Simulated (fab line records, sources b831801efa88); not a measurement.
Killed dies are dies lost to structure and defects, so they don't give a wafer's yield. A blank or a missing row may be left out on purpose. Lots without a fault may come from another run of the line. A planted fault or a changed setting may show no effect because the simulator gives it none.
fab line records | flow sky130
record lots=5 wafers=15 last_day=50
route steps=708 shown LOCAL_INTERCONNECT@398 CONTACT@406 METAL1@434 PAD_OPEN@708
lots that met no fault: from a run of the same line without faults
start_h: hours from the record's first day to the start of the lot's first wafer shown | wait_h: hours since the lot's step before | " the same as in the row above | L1.1+2: a row that stands for several wafers | - no value, or no start given | * or withheld: withheld | < > ~ a bound
route shown NAME@n: a module of which the file shows steps, and the number in the route of the first | usual: mean/standard deviation of fault-free wafers | same: alike in all rows | chamber/n: place in a boat | sites: the reading at each site | _std_site: their standard deviation | _edge_site: outer sites' mean less inner sites' | radius_mm: how far each site lies from the wafer's centre | mask NAME#n: copy n | behind: the tool/chamber that last shaped the wafer | hold: why the lot was held/for how many hours/how that ended | device: the transistor (n, p or np) that didn't switch | end of line: the same wafers' tests at the end of the route | a step without rows: its recipe alone | killed: dies lost to structure and defects at the first sort, not the wafer's yield | map: a wafer's dies, x killed, . not, _ none there
set.NAME: the setting as run; set.NAME@STEP: as run at that earlier step | model.NAME: the simulator's own value behind a step, which no gauge read
lots at some steps of the route; a table a step, a row a wafer
services: from which hour (start_h, from the record's first day; less than 0 if before it) a tool's chamber was out of use, for how many hours, and why
## steps
# step SKY_LOCAL_INTERCONNECT_CD_MEAS_11
# recipe target_cd_nm=170
# usual cd_nm=170.8/1.7
# columns lot.wafer tool chamber start_h wait_h cd_nm
L150.1 cd_sem-01 - 764.02 - 168.2
L150.4 " - " " 169.8
L150.5 " - " " 169.1
L156.1 cd_sem-01 - 818.05 - 168.0
L156.2 " - " " 168.0
L156.5 " - " " 168.5
L157.2 cd_sem-01 - 819.15 - 170.1
L157.5 " - " " 170.7
L157.6 " - " " 171.2
L162.1 cd_sem-01 - 847.77 - 172.4
L162.3 " - " " 172.2
L162.4 " - " " 172.0
L167.1 cd_sem-02 - 882.75 - 171.4
L167.5 " - " " 172.7
L167.6 " - " " 171.3
# step SKY_LOCAL_INTERCONNECT_OVL_MEAS_12
# usual LOCAL_INTERCONNECT_OVL=-4/5.9
# columns lot.wafer tool chamber start_h wait_h LOCAL_INTERCONNECT_OVL[nm]
L150.1 overlay-01 - 764.14 0.1 1
L150.4 " - " " 3
L150.5 " - " " -10
L156.1 overlay-02 - 818.17 0.1 -9
L156.2 " - " " 10
L156.5 " - " " -1
L157.2 overlay-02 - 819.26 0.1 -6
L157.5 " - " " -5
L157.6 " - " " -1
L162.1 overlay-01 - 847.89 0.1 -6
L162.3 " - " " -16
L162.4 " - " " -13
L167.1 overlay-02 - 882.87 0.1 1
L167.5 " - " " 2
L167.6 " - " " -1
# step SKY_LOCAL_INTERCONNECT_ETCH_13
# recipe chemistry=N2/H2 target=BARC ion_energy_ev=200 bias_w=100 pressure_mtorr=30 n2_flow_sccm=100 h2_flow_sccm=200 icp_w=500 stop_on=SiO2 time_s=45.9 target_depth_a=600
# usual drypump_motor_current_A=6.2/0.33 oes_product_au=0.855/0.0048 throttle_valve_pct=13.224/0.0092
# columns lot.wafer tool chamber start_h wait_h drypump_motor_current_A oes_product_au rf_hours_counter_h throttle_valve_pct
L150.1 rie_metal-03 1 764.18 0.0 6.1 0.865 1 13.235
L150.4 " 0 " " 6.2 0.849 - 13.234
L150.5 " 1 " " 6.1 0.851 - 13.231
L156.1 rie_metal-04 1 818.21 0.0 6.3 0.854 4 13.234
L156.2 " 0 " " 6.1 0.857 14 13.232
L156.5 " 1 " " 6.2 0.852 - 13.232
L157.2 rie_metal-01 1 819.29 0.0 5.3 0.859 0 13.223
L157.5 " 1 " " 5.3 0.853 - 13.217
L157.6 " 0 " " 6.8 0.860 - 13.227
L162.1 rie_metal-04 1 847.93 0.0 6.2 0.858 6 13.232
L162.3 " 1 " " 6.3 0.852 - 13.221
L162.4 " 1 " " 6.2 0.845 - 13.218
L167.1 rie_metal-04 1 882.91 0.0 6.2 0.856 8 13.234
L167.5 " 1 " " 6.3 0.872 - 13.226
L167.6 " 0 " " 6.1 0.857 - 13.237
# step SKY_LOCAL_INTERCONNECT_METAL_ETCH_14
# recipe target_depth_nm=110 stop_on=PSG chemistry=Cl2/BCl3 target=TiN resist_sidewall_deg=88 pressure_mtorr=10 icp_w=900 bias_w=48.5 Cl2_flow_sccm=60 bcl3_flow_sccm=30 time_s=31.4
# step SKY_LOCAL_INTERCONNECT_STRIP_15
# recipe chemistry=O2/N2 power_w=1400 pressure_mtorr=1500 platen_temp_c=withheld o2_flow_sccm=3000 n2_flow_sccm=300 overash_fraction=0.5
# usual drypump_motor_current_A=5.7/0.31 oes_product_au=0.426/0.0045 strip_time_to_endpoint_s=4.713/0.02
# columns lot.wafer tool chamber start_h wait_h drypump_motor_current_A oes_product_au rf_hours_counter_h strip_time_to_endpoint_s
L150.1 plasma_asher-02 0 764.29 0.0 5.6 0.422 55 4.700
L150.4 " 0 " " 5.6 0.421 - 4.698
L150.5 " 0 " " 5.6 0.425 - 4.722
L156.1 plasma_asher-02 0 818.32 0.0 5.6 0.430 61 4.718
L156.2 " 1 " " 5.5 0.430 61 4.702
L156.5 " 1 " " 5.5 0.429 - 4.725
L157.2 plasma_asher-04 0 819.40 0.0 6.2 0.422 103 4.717
L157.5 " 0 " " 6.2 0.433 - 4.711
L157.6 " 1 " " 5.8 0.438 - 4.707
L162.1 plasma_asher-02 0 848.16 0.1 5.6 0.426 64 4.687
L162.3 " 0 " " 5.6 0.427 - 4.719
L162.4 " 1 " " 5.5 0.424 - 4.697
L167.1 plasma_asher-02 0 883.02 0.0 5.6 0.429 67 4.742
L167.5 " 1 " " 5.5 0.424 - 4.752
L167.6 " 0 " " 5.6 0.430 - 4.729
# step SKY_LOCAL_INTERCONNECT_STRIP_16
# recipe chemistry=post_etch_residue_remover time_s=1200 temp_c=72.5
# step SKY_LOCAL_INTERCONNECT_CLEAN_17
# recipe chemistry=IPA time_s=180 temp_c=25
# step SKY_LOCAL_INTERCONNECT_CLEAN_18
# recipe chemistry=O3/DIW dry=n2_spin
# step SKY_CONTACT_CVD_00
# recipe material=Si3N4 target_thk_nm=75 temp_c=400 time_s=withheld rf_w=450
# step SKY_CONTACT_THK_MEAS_01
# recipe reads=Si3N4_of_CONTACT_CVD_00
# usual CONTACT_CVD_00_THK=75.1/1
# columns lot.wafer tool chamber start_h wait_h CONTACT_CVD_00_THK[nm]
L150.1 film_metro-02 - 764.92 - 73.4
L150.4 " - " " 74.1
L150.5 " - " " 74.7
L156.1 film_metro-03 - 819.01 - 74.6
L156.2 " - " " 74.9
L156.5 " - " " 76.7
L157.2 film_metro-02 - 820.04 - 74.6
L157.5 " - " " 75.1
L157.6 " - " " 75.7
L162.1 film_metro-03 - 848.78 - 72.8
L162.3 " - " " 74.6
L162.4 " - " " 74.5
L167.1 film_metro-01 - 883.65 - 74.4
L167.5 " - " " 75.5
L167.6 " - " " 76.2
# step SKY_CONTACT_HDPCVD_02
# recipe material=SiO2 target_thk_nm=565 sigma_open_frac=0.3 time_s=94.2 temp_c=600 sih4_flow_sccm=60 pressure_mtorr=6
# step SKY_CONTACT_THK_MEAS_03
# recipe reads=SiO2_of_CONTACT_HDPCVD_02
# usual CONTACT_HDPCVD_THK=564/6.1
# columns lot.wafer tool chamber start_h wait_h CONTACT_HDPCVD_THK[nm]
L150.1 film_metro-01 - 765.04 0.0 564
L150.4 " - " " 573
L150.5 " - " " 564
L156.1 film_metro-01 - 819.14 0.0 558
L156.2 " - " " 557
L156.5 " - " " 555
L157.2 film_metro-02 - 820.17 0.0 572
L157.5 " - " " 569
L157.6 " - " " 578
L162.1 film_metro-02 - 848.91 0.0 576
L162.3 " - " " 555
L162.4 " - " " 571
L167.1 film_metro-03 - 883.77 0.0 561
L167.5 " - " " 568
L167.6 " - " " 569
# step SKY_CONTACT_CMP_04
# recipe material=SiO2 down_force_psi=4 platen_rpm=60 pad_velocity_m_s=0.94248
# usual motor_current_A=12.6/0.72 time_to_endpoint_s=83/4.4
# columns lot.wafer tool chamber start_h wait_h motor_current_A time_to_endpoint_s
L150.1 cmp-02 2 765.10 0.1 12.2 79
L150.4 " 1 " " 13.3 82
L150.5 " 2 " " 13.1 81
L156.1 cmp-01 2 819.20 0.1 13.5 87
L156.2 " 0 " " 11.9 87
L156.5 " 2 " " 13.4 81
L157.2 cmp-02 0 820.37 0.2 11.4 82
L157.5 " 1 " " 12.8 83
L157.6 " 2 " " 12.9 86
L162.4 cmp-02 0 849.06 0.1 11.8 79
L162.3 " 2 " " 12.4 78
L162.1 " 3 " " 13.5 82
L167.1 cmp-01 1 883.88 0.1 12.8 93
L167.6 " 0 " " 12.3 90
L167.5 " 1 " " 12.9 96
# step SKY_CONTACT_BOW_MEAS_05
# recipe mode=bow
# usual CONTACT_BOW=81/7.4
# columns lot.wafer tool chamber start_h wait_h CONTACT_BOW[um]
L150.1 film_metro-01 - 765.40 0.2 90
L150.4 " - " " 90
L150.5 " - " " 93
L156.1 film_metro-02 - 819.50 0.2 85
L156.2 " - " " 83
L156.5 " - " " 82
L157.2 film_metro-03 - 820.59 0.2 80
L157.5 " - " " 78
L157.6 " - " " 81
L162.1 film_metro-03 - 849.36 0.1 92
L162.3 " - " " 81
L162.4 " - " " 73
L167.1 film_metro-03 - 884.13 0.2 85
L167.5 " - " " 80
L167.6 " - " " 83
# step SKY_CONTACT_DEHYDRATE_06
# recipe temp_c=200 time_s=60
# step SKY_CONTACT_HMDS_07
# recipe prime_time_s=61.59 prime_temp_c=120
# step SKY_CONTACT_COAT_08
# recipe resist=BARC temp_c=withheld time_s=withheld spin_rpm=3000 resist_thk_nm=60
# step SKY_CONTACT_COAT_09
# recipe resist=KrF-thick spin_rpm=3000 resist_thk_nm=450
# step SKY_CONTACT_SOFTBAKE_10
# recipe temp_c=100 time_s=90 resist=KrF-thick
# step SKY_CONTACT_EXPOSE_11
# recipe mask_id=CTM1 na=0.8 source_shape=annular sigma_inner=0.55 sigma_outer=0.85 target_cd_nm=170 dose_mj=38
# step SKY_CONTACT_PEB_12
# recipe peb_temp_c=withheld peb_time_s=withheld resist=KrF-thick
# step SKY_CONTACT_DEVELOP_13
# recipe develop_time_s=60 resist=KrF-thick dev_temp_c=21
# step SKY_CONTACT_CD_MEAS_14
# recipe target_cd_nm=170
# usual cd_nm=169.5/1.8
# columns lot.wafer tool chamber start_h wait_h cd_nm
L150.1 cd_sem-02 - 792.32 - 167.2
L150.4 " - " " 168.2
L150.5 " - " " 166.4
L156.1 cd_sem-02 - 844.27 - 170.3
L156.2 " - " " 171.9
L156.5 " - " " 172.8
L157.2 cd_sem-01 - 847.14 - 169.3
L157.5 " - " " 168.3
L157.6 " - " " 169.0
L162.1 cd_sem-02 - 875.46 - 170.2
L162.3 " - " " 170.7
L162.4 " - " " 171.8
L167.1 cd_sem-01 - 910.15 - 170.1
L167.5 " - " " 168.9
L167.6 " - " " 168.7
# step SKY_CONTACT_OVL_MEAS_15
# usual CONTACT_OVL=2/5.8
# columns lot.wafer tool chamber start_h wait_h CONTACT_OVL[nm]
L150.1 overlay-01 - 792.44 0.1 3
L150.4 " - " " -5
L150.5 " - " " 6
L156.1 overlay-02 - 844.39 0.1 1
L156.2 " - " " 1
L156.5 " - " " 2
L157.2 overlay-01 - 847.25 0.1 4
L157.5 " - " " 16
L157.6 " - " " -2
L162.1 overlay-02 - 875.58 0.1 13
L162.3 " - " " 4
L162.4 " - " " 7
L167.1 overlay-01 - 910.27 0.1 1
L167.5 " - " " 2
L167.6 " - " " 5
# step SKY_CONTACT_ETCH_16
# recipe chemistry=N2/H2 target=BARC ion_energy_ev=200 source_w=500 bias_w=100 pressure_mtorr=30 n2_flow_sccm=100 h2_flow_sccm=200 stop_on=SiO2 time_s=45.9 target_depth_a=600
# step SKY_CONTACT_ETCH_17
# recipe target=SiO2 chemistry=C4F8/O2/Ar stop_on=Si3N4 mask_material=KrF-thick source_w=1500 bias_w=1200 pressure_mtorr=40 c4f8_flow_sccm=withheld O2_flow_sccm=6 Ar_flow_sccm=300 time_s=withheld target_depth_a=3400
# step SKY_CONTACT_ETCH_18
# recipe target=Si3N4 chemistry=CHF3/O2 stop_on=TiN source_w=600 bias_w=200 pressure_mtorr=40 chf3_flow_sccm=50 O2_flow_sccm=5 time_s=39 target_depth_a=750
# usual drypump_motor_current_A=5.6/0.42 oes_product_au=0.855/0.0084 throttle_valve_pct=8.793/0.0087
# columns lot.wafer tool chamber start_h wait_h drypump_motor_current_A oes_product_au rf_hours_counter_h throttle_valve_pct
L150.1 rie_diel-03 1 - - 5.5 0.849 9 8.781
L150.4 " 2 " " 5.1 0.846 - 8.793
L150.5 " 3 " " 5.9 0.854 - 8.789
L156.1 rie_diel-02 3 - - 5.9 0.846 7 8.788
L156.2 " 2 " " 5.6 0.850 9 8.794
L156.5 " 3 " " 5.9 0.860 - 8.784
L157.2 rie_diel-01 0 - - 4.8 0.852 22 8.784
L157.5 " 3 " " 5.6 0.858 - 8.788
L157.6 " 0 " " 4.8 0.857 - 8.783
L162.1 rie_diel-03 2 - - 5.1 0.839 9 8.788
L162.3 " 0 " " 5.9 0.856 2 8.797
L162.4 " 3 " " 5.9 0.845 16 8.788
L167.1 rie_diel-03 3 - - 5.9 0.856 17 8.797
L167.5 " 3 " " 5.9 0.858 - 8.787
L167.6 " 2 " " 5.1 0.858 - 8.809
# step SKY_CONTACT_STRIP_19
# recipe chemistry=O2/N2 power_w=1400 pressure_mtorr=1500 platen_temp_c=withheld o2_flow_sccm=3000 n2_flow_sccm=300 overash_fraction=0.5
# usual drypump_motor_current_A=5.6/0.34 oes_product_au=0.380/0.0051 strip_time_to_endpoint_s=3.62/0.037
# columns lot.wafer tool chamber start_h wait_h drypump_motor_current_A oes_product_au rf_hours_counter_h strip_time_to_endpoint_s
L150.1 plasma_asher-01 0 792.61 - 5.6 0.374 38 3.59
L150.4 " 1 " " 5.8 0.386 - 3.60
L150.5 " 0 " " 5.6 0.377 - 3.54
L156.1 plasma_asher-04 1 844.56 - 5.8 0.382 106 3.61
L156.2 " 0 " " 6.2 0.384 106 3.60
L156.5 " 1 " " 5.8 0.385 - 3.61
L157.2 plasma_asher-03 1 847.41 - 5.7 0.377 10 3.58
L157.5 " 1 " " 5.7 0.376 - 3.62
L157.6 " 0 " " 5.2 0.384 - 3.59
L162.1 plasma_asher-03 1 875.75 - 5.7 0.384 13 3.63
L162.3 " 0 " " 5.1 0.395 - 3.64
L162.4 " 1 " " 5.7 0.382 - 3.57
L167.1 plasma_asher-03 1 910.44 - 5.7 0.380 17 3.59
L167.5 " 0 " " 5.1 0.378 - 3.58
L167.6 " 1 " " 5.7 0.381 - 3.62
# step SKY_CONTACT_STRIP_20
# recipe chemistry=post_etch_residue_remover time_s=1200 temp_c=72.5
# step SKY_CONTACT_CLEAN_21
# recipe chemistry=IPA time_s=180 temp_c=25
# step SKY_CONTACT_CLEAN_22
# recipe chemistry=O3/DIW dry=n2_spin
# step SKY_CONTACT_SPUTTER_23
# recipe material=TiN target_thk_nm=20 chamber_pressure_pa=5 power_w=4000 time_s=80
# step SKY_CONTACT_CVD_24
# recipe material=W target_thk_nm=340 time_s=102.12 temp_c=400 pressure_torr=40
# step SKY_CONTACT_RS_MEAS_25
# recipe thk_meas_gauge=four-point-probe reads=W_of_CONTACT_CVD_24+TiN_of_CONTACT_SPUTTER_23
# usual CONTACT_W_RS=0.340/0.0038
# columns lot.wafer tool chamber start_h wait_h CONTACT_W_RS[ohm/sq]
L150.1 film_metro-01 - 793.37 0.1 0.342
L150.4 " - " " 0.338
L150.5 " - " " 0.342
L156.1 film_metro-03 - 845.32 0.1 0.340
L156.2 " - " " 0.341
L156.5 " - " " 0.337
L157.2 film_metro-01 - 848.19 0.1 0.342
L157.5 " - " " 0.343
L157.6 " - " " 0.338
L162.1 film_metro-01 - 876.52 0.1 0.346
L162.3 " - " " 0.341
L162.4 " - " " 0.343
L167.1 film_metro-03 - 911.20 0.1 0.333
L167.5 " - " " 0.338
L167.6 " - " " 0.334
# step SKY_CONTACT_THK_MEAS_26
# recipe thk_meas_gauge=xrf reads=W_of_CONTACT_CVD_24
# usual CONTACT_W_THK=345/7.1
# columns lot.wafer tool chamber start_h wait_h CONTACT_W_THK[nm]
L150.1 film_metro-01 - 793.49 0.1 340
L150.4 " - " " 345
L150.5 " - " " 341
L156.1 film_metro-03 - 845.44 0.1 348
L156.2 " - " " 345
L156.5 " - " " 353
L157.2 film_metro-01 - 848.30 0.1 338
L157.5 " - " " 339
L157.6 " - " " 344
L162.1 film_metro-01 - 876.64 0.1 340
L162.3 " - " " 346
L162.4 " - " " 342
L167.1 film_metro-03 - 911.32 0.1 360
L167.5 " - " " 354
L167.6 " - " " 359
# step SKY_CONTACT_CMP_27
# recipe stop_on=SiO2 t_overpolish_s=15 down_force_psi=3.5 platen_rpm=60 target_thk_nm=0 pad_velocity_m_s=0.94248
# step SKY_METAL1_SPUTTER_00
# recipe material=Ti target_thk_nm=15 power_w=3000 time_s=10 chamber_pressure_pa=0.3895
# step SKY_METAL1_SPUTTER_01
# recipe material=TiN target_thk_nm=20 power_w=6500 time_s=16.7 chamber_pressure_pa=0.4
# step SKY_METAL1_SPUTTER_02
# recipe material=AlCu target_thk_nm=250 power_w=10600 time_s=13.3 chamber_pressure_pa=0.4
# step SKY_METAL1_SPUTTER_03
# recipe material=Ti target_thk_nm=5 power_w=3000 time_s=3.3 chamber_pressure_pa=0.4
# step SKY_METAL1_SPUTTER_04
# recipe material=TiN target_thk_nm=70 power_w=6500 time_s=58.3 chamber_pressure_pa=0.4
# usual throttle_valve_pct=29.8/0.8
# columns lot.wafer tool chamber start_h wait_h throttle_valve_pct
L150.1 pvd_sputter-03 - 793.94 0.0 29.8
L150.4 " - " " 29.1
L150.5 " - " " 29.1
L156.1 pvd_sputter-02 - 845.89 0.0 28.6
L156.2 " - " " 30.5
L156.5 " - " " 30.7
L157.2 pvd_sputter-03 - 848.99 0.0 29.3
L157.5 " - " " 29.5
L157.6 " - " " 29.4
L162.1 pvd_sputter-02 - 877.09 0.0 28.5
L162.3 " - " " 30.8
L162.4 " - " " 31.3
L167.1 pvd_sputter-02 - 911.77 0.0 31.1
L167.5 " - " " 30.8
L167.6 " - " " 30.2
# step SKY_METAL1_RS_MEAS_05
# recipe thk_meas_gauge=four-point-probe reads=TiN_of_METAL1_SPUTTER_04+Ti_of_METAL1_SPUTTER_03+AlCu_of_METAL1_SPUTTER_02+TiN_of_METAL1_SPUTTER_01+Ti_of_METAL1_SPUTTER_00
# usual METAL1_ALCU_RS=0.1269/0.0012
# columns lot.wafer tool chamber start_h wait_h METAL1_ALCU_RS[ohm/sq]
L150.1 film_metro-03 - 793.99 0.0 0.1269
L150.4 " - " " 0.1240
L150.5 " - " " 0.1248
L156.1 film_metro-01 - 845.94 0.0 0.1280
L156.2 " - " " 0.1294
L156.5 " - " " 0.1289
L157.2 film_metro-03 - 849.06 0.0 0.1254
L157.5 " - " " 0.1267
L157.6 " - " " 0.1260
L162.1 film_metro-03 - 877.14 0.0 0.1249
L162.3 " - " " 0.1269
L162.4 " - " " 0.1266
L167.1 film_metro-04 - 911.83 0.0 0.1269
L167.5 " - " " 0.1269
L167.6 " - " " 0.1268
# step SKY_PAD_OPEN_PROBE_99
# usual killed_at_M0_to_M3=43/7 killed_at_M4_up=3.3/1.8 killed_at_contacts=24/6.2 killed_at_front_end=16/4.7 killed_at_other=0.4/0.58 killed_dies=87/10 killed_on_rim=16/3.7 killed_open=47/6.4 killed_short=39/7
# same gross_dies=492 killed_at_back_side=0
# columns lot.wafer tool chamber start_h wait_h killed_at_M0_to_M3 killed_at_M4_up killed_at_contacts killed_at_front_end killed_at_other killed_dies killed_on_rim killed_open killed_short
L150.1 prober-01 - 1121.35 0.1 58 5 32 19 1 115 23 46 69
L150.4 prober-01 - 1121.50 0.2 53 5 31 8 0 97 20 55 42
L150.5 prober-01 - 1121.55 0.2 47 7 28 11 1 94 18 52 42
L156.1 prober-02 - 1154.68 0.1 46 3 14 17 1 81 15 41 40
L156.2 prober-02 - 1154.73 0.1 37 2 180 10 0 229 31 34 29
L156.5 prober-02 - 1154.88 0.2 47 4 18 22 0 91 19 51 40
L162.1 prober-02 - 1179.65 0.1 51 2 28 16 2 99 19 57 42
L162.3 prober-02 - 1179.75 0.2 39 7 29 14 2 91 17 44 45
L162.4 prober-02 - 1179.80 0.2 48 3 34 12 2 99 16 49 48
# killed by level:class
L150.1 METAL2:geometric_particle:short=10 CONTACT:geometric_particle:open=9 METAL1:geometric_particle:short=9 VIA1:geometric_particle:open=9 LOCAL_INTERCONNECT:geometric_particle:short=8 VIA3:geometric_particle:open=7 CONTACT:geometric_particle:short=6 LI_CONTACT:geometric_particle:open=6
L150.4 LI_CONTACT:geometric_particle:open=11 VIA1:geometric_particle:open=9 CONTACT:geometric_particle:open=9 VIA2:geometric_particle:open=9 VIA1:geometric_particle:short=8 METAL2:geometric_particle:short=5 VIA3:geometric_particle:open=5 CONTACT:geometric_particle:short=4
L150.5 VIA1:geometric_particle:open=12 LI_CONTACT:geometric_particle:open=8 METAL1:geometric_particle:short=8 CONTACT:geometric_particle:open=8 VIA2:geometric_particle:open=8 METAL4:geometric_particle:short=6 VIA1:geometric_particle:short=5 FIELD_ISO:geometric_particle:open=4
L156.1 VIA1:geometric_particle:open=10 METAL1:geometric_particle:short=9 POLY_GATE:geometric_particle:open=7 METAL2:geometric_particle:short=7 VIA1:geometric_particle:short=7 LI_CONTACT:geometric_particle:open=5 VIA2:geometric_particle:open=5 FIELD_ISO:geometric_particle:open=4
L156.2 CONTACT:unspecified=166 VIA1:geometric_particle:open=9 VIA2:geometric_particle:open=8 LI_CONTACT:geometric_particle:open=6 VIA1:geometric_particle:short=6 POLY_GATE:geometric_particle:short=5 LOCAL_INTERCONNECT:geometric_particle:short=5 METAL1:geometric_particle:short=4
L156.5 VIA1:geometric_particle:open=11 POLY_GATE:geometric_particle:open=7 POLY_GATE:geometric_particle:short=7 LI_CONTACT:geometric_particle:open=7 METAL2:geometric_particle:short=6 CONTACT:geometric_particle:open=5 VIA1:geometric_particle:short=5 VIA2:geometric_particle:open=5
L162.1 VIA1:geometric_particle:open=11 VIA3:geometric_particle:open=11 LI_CONTACT:geometric_particle:open=9 CONTACT:geometric_particle:open=9 VIA2:geometric_particle:open=8 POLY_GATE:geometric_particle:short=6 METAL1:geometric_particle:short=6 CONTACT:geometric_particle:short=5
L162.3 METAL2:geometric_particle:short=10 CONTACT:geometric_particle:open=9 LI_CONTACT:geometric_particle:open=8 CONTACT:geometric_particle:short=6 VIA1:geometric_particle:open=6 VIA3:geometric_particle:open=5 VIA3:geometric_particle:short=4 METAL4:geometric_particle:short=4
L162.4 LI_CONTACT:geometric_particle:open=14 VIA1:geometric_particle:open=10 VIA1:geometric_particle:short=10 METAL1:geometric_particle:short=8 CONTACT:geometric_particle:open=7 LOCAL_INTERCONNECT:geometric_particle:short=5 POLY_GATE:geometric_particle:short=4 VIA2:geometric_particle:open=4
# map L156.2 (x killed, . not)
__________.xxxxx..x._________
________.xx..x...xx.x._______
______xx.x.xx...x..x.x.._____
_____x...xx.xx..x..x.xx..____
____x.xxxxxxx.x..xxx...x..___
___..xxx.xx..xxx.xxx.x.x...__
__x.xxx..x.xx.x..xx....x.xx._
_xxx...xxx..x.x..x...x.x...xx
_xx....xxxx...xx..xx...xxx...
_.xxxx....xxxx..xx...xxxxx.x.
_..xxxxx.......x.xxx.xx.x.x..
_.xxx.x.x..x.xxxx...xx..x..x.
_....x..xx.xx.x..x...xxxxx.x.
_x.x....xx...x...x.x.........
_.x.x.x..xxx.x..xxxxx..xxx...
__x.x....x..x..x.....x.xxx.._
___....xx.x.x.x.xxxxxx.xx..__
____x.x..x.x..x....xx.xx..___
_____.x..xx....xxxxxx....____
______...x..xxxxx..x...._____
________.x.x.xxx..x..x_______
__________x....x..x._________
# map L167.5 (x killed, . not)
__________.x........_________
________.........xx..._______
______........x......x.._____
_____.x...xxx.....x..x...____
____.x.............x..x...___
___xx..x...xxx.....xxx...x.__
__x...x......x.xx.x.....xx.._
_...x...x...x.x...x........x.
_xx...x............x....x....
_x..x..xx..x..x....x...xx....
_....x.x..x.x.x.x...........x
_..........x...........x.....
_..x.x..x..x...........x.....
_......x......x....x.x...x..x
_x......x..x...x.x.....x..x.x
__........x......xx........x_
___....................x...__
____......x.........x.....___
_____.xxx.....x......xx..____
______...x..........x.x._____
________...x.........x_______
__________......x.x._________
## services
# columns tool chamber start_h hours kind
rie_diel-03 1 742.12 7.5 repair
plasma_asher-03 0 742.75 - clean
plasma_asher-03 1 742.75 - clean
cmp-02 - 747.22 4.0 pm
cmp-02 - 751.22 - consumable_replace:conditioner
cmp-02 - 751.22 - consumable_replace:pad
cmp-02 - 752.79 2.1 repair
rie_diel-03 3 769.88 3.0 repair
rie_metal-04 - 771.30 1.4 pm
rie_diel-03 0 780.64 - clean
rie_diel-03 0 780.64 20.1 scheduled_down
cmp-02 - 790.23 0.8 repair
rie_diel-03 1 803.07 5.4 repair
cmp-01 - 854.48 3.1 repair
rie_diel-02 0 855.87 4.3 repair
rie_diel-01 - 857.77 0.6 repair
rie_diel-02 1 857.86 3.7 repair
cmp-01 - 858.35 5.7 pm
rie_diel-01 - 865.98 2.8 pm
plasma_asher-03 - 881.51 2.8 pm
cmp-02 - 889.81 1.9 repair
rie_diel-03 0 899.35 15.1 repair
plasma_asher-01 - 901.30 12.1 repair
plasma_asher-04 - 903.41 7.3 repair
## key
first_sign step=SKY_PAD_OPEN_PROBE_99 reading=killed_at_contacts direction=up sigmas=25 usual=24 struck=180
effect step=SKY_PAD_OPEN_PROBE_99 reading=killed_dies direction=up sigmas=14 usual=87 struck=229
met_at SKY_CONTACT_CMP_04
struck_wafers L156.2
tester_left_out L156
fault kind=chamber_particle_source tool=cmp-01 chamber=0 onset_h=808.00 steps=SKY_CONTACT_CMP_04 rate_per_visit_cm2=0.94628 end_h=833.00
# tester_left_out: of these lots the tester's yield and bins aren't shown, on N5 and GAA mostly nor the transistor test; their killed dies are dies lost to structure and defects alone, not to doping, threshold or leakage, so they don't give the yield
